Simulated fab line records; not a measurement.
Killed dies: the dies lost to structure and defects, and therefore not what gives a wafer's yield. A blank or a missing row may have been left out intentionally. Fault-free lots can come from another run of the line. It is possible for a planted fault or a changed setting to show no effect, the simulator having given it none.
A struck lot beside a sound one || flow sky130 || 23 steps out of a route of 708
Sound: wafers L629.1, L629.5, L629.6. Wafers struck: L641.1, L641.3. The cause is given at the end.
Each step with rows lists, per side, the tool, then ch with its chambers, then its first start. Under that, the readings that differ: sound wafers || struck wafers || difference of the means || sigmas: that difference in standard deviations of wafers without a fault.
alike: readings with means less than 2 such deviations apart, plus words and numbers identical on both sides. not compared: withheld readings, readings lacking a value on some wafer, bounds such as >300 that could conceal the same value, and numbers that have no deviation in the record and whose values overlap.
The two part at a step that has a row with sigmas, a row that says differs or no value, or rows on one side only. Numbers that have no deviation but don't overlap get no sigmas and don't part them. A reading missing from all wafers of one side parts the sides only when that side holds two or more wafers.

SKY_METAL1_ETCH_18: etches BARC in N2/H2, stops on SiO2, time 45.9 s, target depth 60 nm.
  sound on rie_metal-03 ch 0, day 36 15:19; struck on rie_metal-01 ch 1, day 39 02:38
  alike: drypump_motor_current_A, h2_flow_sccm, oes_product_au, throttle_valve_pct
  not compared: rf_hours_counter_h
SKY_METAL1_METAL_ETCH_19: etches the open film in Cl2/BCl3, stops on SiO2, target depth 360 nm, time 78 s.
  sound on rie_metal-03 ch 0, day 36 15:26; struck on rie_metal-01 ch 1, day 39 02:42
  alike: drypump_motor_current_A, oes_product_au, throttle_valve_pct
  not compared: rf_hours_counter_h
SKY_METAL1_STRIP_20: strips in O2/N2.
  sound on plasma_asher-01 ch 0,1, day 36 15:37; struck on plasma_asher-01 ch 1, day 39 02:47
  alike: drypump_motor_current_A, oes_product_au, strip_time_to_endpoint_s
  not compared: rf_hours_counter_h
then, 4 steps without rows for these wafers: SKY_METAL1_STRIP_21 (strips in post etch residue remover, time 1200 s); SKY_METAL1_CLEAN_22 (cleans in IPA, time 180 s); SKY_METAL1_CLEAN_23 (cleans in O3/DIW); SKY_VIA1_HDPCVD_00 (deposits SiO2, target thk 1030 nm, time 171.7 s).
SKY_VIA1_THK_MEAS_01:
  sound on film_metro-02, day 36 16:20; struck on film_metro-02, day 39 03:30
  alike: VIA1_HDPCVD_THK
SKY_VIA1_CMP_02: polishes SiO2.
  sound on cmp-02 ch 0,2,3, day 36 16:33; struck on cmp-02 ch 1,2, day 39 03:37
  alike: motor_current_A
SKY_VIA1_BOW_MEAS_03:
  sound on film_metro-01, day 36 16:42; struck on film_metro-01, day 39 03:52
  alike: VIA1_BOW
then, 2 steps without rows for these wafers: SKY_VIA1_DEHYDRATE_04 (time 60 s); SKY_VIA1_HMDS_05 (prime time 60 s).
SKY_VIA1_COAT_06: resist thk 60 nm.
  sound on litho_track-01 ch 0, day 37 05:30; struck on litho_track-04 ch 0, day 39 15:48
  not compared: chill_plate_temp_C
then, 5 steps without rows for these wafers: SKY_VIA1_COAT_07 (resist thk 450 nm); SKY_VIA1_SOFTBAKE_08 (time 90 s); SKY_VIA1_EXPOSE_09 (exposes mask VIM, target cd 150 nm); SKY_VIA1_PEB_10; SKY_VIA1_DEVELOP_11 (develop time 60 s).
SKY_VIA1_CD_MEAS_12 targets a cd of 150 nm.
  sound on cd_sem-01, day 37 18:19; struck on cd_sem-02, day 40 03:57
  alike: cd_nm
SKY_VIA1_OVL_MEAS_13:
  sound on overlay-01, day 37 18:26; struck on overlay-01, day 40 04:04
  alike: VIA1_OVL
SKY_VIA1_ETCH_14: etches BARC in N2/H2, stops on SiO2, time 45.9 s, target depth 60 nm.
  sound on rie_diel-04 ch 0,1,3, day 37 18:28; struck on rie_diel-02 ch 0,3, day 40 04:07
{"reading": "oes_product_au (a.u.)", "sound": "0.855 0.853 0.851", "struck": "0.865 0.864", "difference": "+0.012", "sigmas": "+3"}
{"reading": "model.etch.depth_nm (nm)", "sound": "60.05 59.88 60", "struck": "60.78 60.97", "difference": "+0.90", "sigmas": ""}
  alike: drypump_motor_current_A, h2_flow_sccm, throttle_valve_pct
  not compared: rf_hours_counter_h
SKY_VIA1_ETCH_15: etches SiO2 in C4F8/O2/Ar, stops on TiN, target depth 351 nm, time 54 s.
  sound on rie_diel-04 ch 0,1,3, day 37 18:31; struck on rie_diel-02 ch 0,3, day 40 04:09
{"reading": "oes_product_au (a.u.)", "sound": "0.988 0.991 0.989", "struck": "0.979 0.970", "difference": -0.015, "sigmas": -3}
  not compared: rf_hours_counter_h
-- the record jumps here: 10 days lie between the struck wafers' starts before and after (it left off in module VIA1 and takes up again in module PAD_OPEN, whose first step shown is number 708 of the route) --
SKY_PAD_OPEN_PROBE_99:
  sound on prober-02, day 48 18:09; struck on prober-01, day 50 10:22
  alike: defect_limited_yield, killed_at_M0_to_M3, killed_at_M4_up, killed_at_contacts, killed_at_front_end, killed_at_other, killed_dies, killed_open, killed_short, sort_bin_3_pad_short, sort_bin_5_function, sort_bin_6_memory, sort_n_pass, sort_yield_pct

== WHERE THEY PART ==
First at SKY_VIA1_ETCH_14; last, within this record, at SKY_VIA1_ETCH_15. Later steps at which nothing parts them and some readings are alike: SKY_PAD_OPEN_PROBE_99.

WHY: what had been put in by the simulator
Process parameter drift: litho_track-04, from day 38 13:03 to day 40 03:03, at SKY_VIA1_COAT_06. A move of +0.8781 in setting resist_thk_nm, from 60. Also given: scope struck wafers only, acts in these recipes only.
